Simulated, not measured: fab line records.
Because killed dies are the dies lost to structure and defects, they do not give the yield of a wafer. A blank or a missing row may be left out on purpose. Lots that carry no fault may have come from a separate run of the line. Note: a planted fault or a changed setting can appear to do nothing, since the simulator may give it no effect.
Matching of chambers	flow sky130	SKY_LI_CONTACT_ETCH_15 on rie diel-04: 4 sister chambers
The step etches PSG in C4F8/O2/Ar, stops on Si, target depth 600 nm. 8 wafers are shown with their chamber, then 12 later ones without.

## WAFERS PAIRED WITH THEIR CHAMBERS
wafer	chamber	oes product au (a.u.)
L080.3	3	0.839
L085.4	0	0.839
L087.1	0	0.830
L087.2	1	0.845
L087.3	3	0.838
L087.4	2	0.835
L087.5	1	0.839
L087.6	2	0.839

## WAFERS WITHOUT THEIR CHAMBER
wafer	oes product au (a.u.)
L089.1	0.838
L089.2	0.836
L089.3	0.841
L089.4	0.835
L089.5	0.830
L089.6	0.837
L092.1	0.846
L092.3	0.841
L092.5	0.828
L097.2	0.836
L097.4	0.833
L097.5	0.834

## THE CHAMBER EACH PASSED THROUGH
wafer	from the rows above	in truth
L089.1	can't be placed: 3 or 2 or 0 or 1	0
L089.2	can't be placed: 2 or 0 or 3 or 1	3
L089.3	can't be placed: 1 or 3 or 2 or 0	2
L089.4	can't be placed: 0 or 2 or 3 or 1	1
L089.5	can't be placed: 0 or 2 or 3 or 1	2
L089.6	can't be placed: 2 or 3 or 0 or 1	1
L092.1	can't be placed: 1 or 3 or 2 or 0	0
L092.3	can't be placed: 1 or 3 or 2 or 0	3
L092.5	can't be placed: 0 or 2 or 3 or 1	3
L097.2	can't be placed: 2 or 0 or 3 or 1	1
L097.4	can't be placed: 0 or 2 or 3 or 1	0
L097.5	can't be placed: 0 or 2 or 3 or 1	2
Correct placement for 0 of the 12. These rows do not allow placing 12 (true chamber among the candidates in 12). Wrongly placed: 0.
How it was worked out, from the rows above alone: a wafer's distance from a chamber is the root of the sum, over the readings, of the square of ((its reading less the chamber's mean) divided by the reading's scatter). The wafer belongs to the nearest chamber; if the next one is less than 2 further off, it can't be placed. For every chamber, the mean is computed from those of its wafers that are shown. The scatter: take each reading less its chamber's mean, square it, sum over the shown wafers, divide by the number of wafers less the number of chambers, and take the root.
